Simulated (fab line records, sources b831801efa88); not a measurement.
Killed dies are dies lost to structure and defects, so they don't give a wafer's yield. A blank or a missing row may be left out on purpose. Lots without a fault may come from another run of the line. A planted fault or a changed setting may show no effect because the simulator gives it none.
Problem report in the 8D (eight disciplines) form, filled by code | flow gf180mcu | the parts of the form that need people (team, actions taken, sign-off) are left out

1. THE PROBLEM
run_length_s at GF_M2_STRIP_18 reads a mean of 1142 s on 3 wafers of 1 lot; wafers without a fault read 1228 s with a standard deviation of 4.1. That is -21 standard deviations from the usual mean.
The step: strips in post etch residue remover, time 1200 s.
First seen on wafer L560.3, day 20 19:48, on wet_bench-04. The record holds 39 wafers of 13 lots with a number at this step. Rule for "out", or "out of limits": more than 4 standard deviations from the usual mean. The other wafers with a number count as sound.

2. WHAT IT IS AND WHAT IT IS NOT
question                    | is                     | is not
which readings at this step | run_length_s           | -
which lots                  | L560                   | L558, L562, L570, L571, L572, L573, L574, L575, L576, L577, L579, L581
which wafers of those lots  | all that have a number | -
read on which tools         | wet_bench-04           | wet_bench-01, wet_bench-03
when                        | from day 20 19:48      | up to then (3 sound wafers); but 33 sound wafers of L562, L570, L571, L572, L573, L574, L575, L576, L577, L579, L581 came after

3. SUSPECTS, AND WHAT RULES EACH OUT
Counting: a tool at a process step up to the reading stays a suspect if it ran every lot that is out and no sound lot after the first of them.
- rie_diel-02 at GF_V1_ETCH_17 (etches SiO2 in C4F8/O2/Ar, stops on TiN, target depth 630 nm): ruled out as a lasting fault. Sound lots L574, L575, L579, L581 ran on it after its first lot that is out, L560 (day 19 18:09). GF_V1_ETCH_17 gives no start for some lots, so the hours and the order of its lots are those of GF_V1_CMP_26.
- cmp-02 at GF_V1_CMP_26 (polishes, stops on SiO2, t overpolish 15 s, target thk 0 nm): ruled out as a lasting fault. Sound lots L562, L570, L571, L572, L573, L574, L575, L576, L581 ran on it after its first lot that is out, L560 (day 19 18:09).
- wet_bench-04 at GF_M2_STRIP_18 (strips in post etch residue remover, time 1200 s): ruled out as a lasting fault. Sound lots L572, L577 ran on it after its first lot that is out, L560 (day 20 19:48).
Left after counting: nothing in the record.

4. THE CAUSE (what the simulator had put in)
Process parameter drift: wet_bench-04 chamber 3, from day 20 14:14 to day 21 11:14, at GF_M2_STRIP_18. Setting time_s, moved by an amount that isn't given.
Counting ruled it out, wrongly.

5. THE CHAIN OF EFFECTS, in route order
Each row: a reading whose mean over the struck wafers that have a number lies more than 3 standard deviations from the usual. Only readings for which the record gives a usual standard deviation are gone through. hours: the time from each lot's start at the first step in this table that gives one to its start at this step, as a median over the lots. sigmas: the change in usual standard deviations.
hours | step           | reading      | usual  | on struck wafers | change | sigmas
0     | GF_M2_STRIP_18 | run_length_s | 1228 s | 1142             | -86    | -21
The process steps in it:
- GF_M2_STRIP_18: strips in post etch residue remover, time 1200 s.
Later measuring or inspecting steps at which every struck wafer that the step has a row for has a number for every such reading, and none has moved that far: GF_V2_BOW_MEAS_05.

6. WHAT WOULD HAVE CAUGHT IT SOONER
In this record the first reading out of limits was taken at day 20 19:48, 6 hours after the fault began at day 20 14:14.
